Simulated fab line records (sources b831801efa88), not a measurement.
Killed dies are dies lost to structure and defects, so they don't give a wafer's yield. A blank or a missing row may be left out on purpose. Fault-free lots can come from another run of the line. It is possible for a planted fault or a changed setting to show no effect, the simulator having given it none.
Struck lot and sound lot, side by side :: flow gf180mcu :: 13 out of 602 route steps
Sound: these wafers, L679.1, L679.3, L679.5. Wafers L684.1, L684.4, L684.6 were the ones struck. The cause comes at the end.
At each step with rows: each side's tool, then ch and its chambers, then its first start. Under that, the readings that differ: sound wafers :: struck wafers :: difference of the means :: sigmas: that difference in standard deviations of wafers without a fault.
alike: words and numbers the same on both sides, and readings whose means are apart by under 2 such deviations; not compared: readings that were withheld, readings missing a value for some wafer, numbers with overlapping values and no deviation given by the record, and bounds like >300 which may hide the same value.
The two part at a step that has a row with sigmas, a row that says differs or no value, or rows on one side only. Numbers that don't overlap but have no deviation are shown without sigmas and don't part them. A reading that every wafer of one side lacks parts them only if that side has two wafers or more.

GF_V3_CD_MEAS_14: the cd target is 260 nm.
  sound: cd sem-02 at day 27 05:00; struck: cd sem-02 at day 28 15:48
reading: cd nm (nm)
sound: 257.1 258.2 258.4
struck: 260.1 260.6 260.4
difference: +2.5
sigmas: +2
GF_V3_OVL_MEAS_15:
  sound: overlay-01 at day 27 05:07; struck: overlay-02 at day 28 15:55
  alike: V3_OVL
GF_V3_ETCH_16: etches BARC in N2/H2.
  sound on rie diel-04 ch 0,2, day 27 05:09; struck on rie diel-04 ch 0,2,3, day 28 15:57
  alike: drypump motor current A, oes product au, throttle valve pct
GF_V3_ETCH_17: etches SiO2 in C4F8/O2/Ar, stops on TiN, target depth 635 nm.
  sound on rie diel-04 ch 0,2; struck on rie diel-04 ch 0,2,3
  alike: oes product au
GF_V3_STRIP_18: strips in O2/N2.
  sound on plasma asher-01 ch 0, day 27 05:17; struck on plasma asher-01 ch 0,1, day 28 16:05
  alike: drypump motor current A, heater power w, oes product au
  not compared: rf hours counter h
then, 2 steps without rows for these wafers: GF_V3_STRIP_19 (strips in post etch residue remover, time 1200 s); GF_V3_CLEAN_20 (cleans in DIW).
GF_V3_SPUTTER_21: material Ti, target thk 15 nm, time 80.02 s.
  sound: pvd sputter-02 at day 27 05:50; struck: pvd sputter-04 at day 28 16:39
  alike: throttle valve pct
then, 1 step without rows for these wafers: GF_V3_SPUTTER_22 (material TiN, target thk 10 nm, time 40 s).
GF_V3_CVD_23: deposits W, target thk 350 nm, time 104.9 s.
  sound on cvd w-02 ch 0,1, day 27 05:56; struck on cvd w-01 ch 0,1, day 28 16:45
  alike: heater power w
GF_V3_RS_MEAS_24: measures by four-point-probe.
  sound: film metro-04 at day 27 06:02; struck: film metro-03 at day 28 16:52
  alike: V3_W_RS
GF_V3_THK_MEAS_25: measures by xrf.
  sound: film metro-04 at day 27 06:10; struck: film metro-03 at day 28 16:59
  alike: V3_W_THK
GF_V3_CMP_26: polishes, stops on SiO2, t overpolish 15 s, target thk 0 nm.
  sound on cmp-01 ch 0,2, day 27 06:13; struck on cmp-01 ch 1,3, day 28 17:05
  no value came back on the struck wafers for any of 5 readings (edge zone pressure frac, head pressure psi (psi) and others); on the sound wafers edge zone pressure frac reads 0.989 0.994 1.000
reading: model.W_of_V3_CVD_23.thk nm (nm)
sound: 0 0 0
struck: 352.9 350.5 344.1
difference: +349.2
sigmas: 

reading: model.SiO2_of_V3_CVD_02.thk nm (nm)
sound: 630.4 630.4 626.6
struck: 631 633.4 632.2
difference: +3
sigmas: 

== WHERE THEY PART ==
Earliest at GF_V3_CD_MEAS_14; latest, in this record, at GF_V3_CMP_26.

WHY: whatever the simulator had introduced
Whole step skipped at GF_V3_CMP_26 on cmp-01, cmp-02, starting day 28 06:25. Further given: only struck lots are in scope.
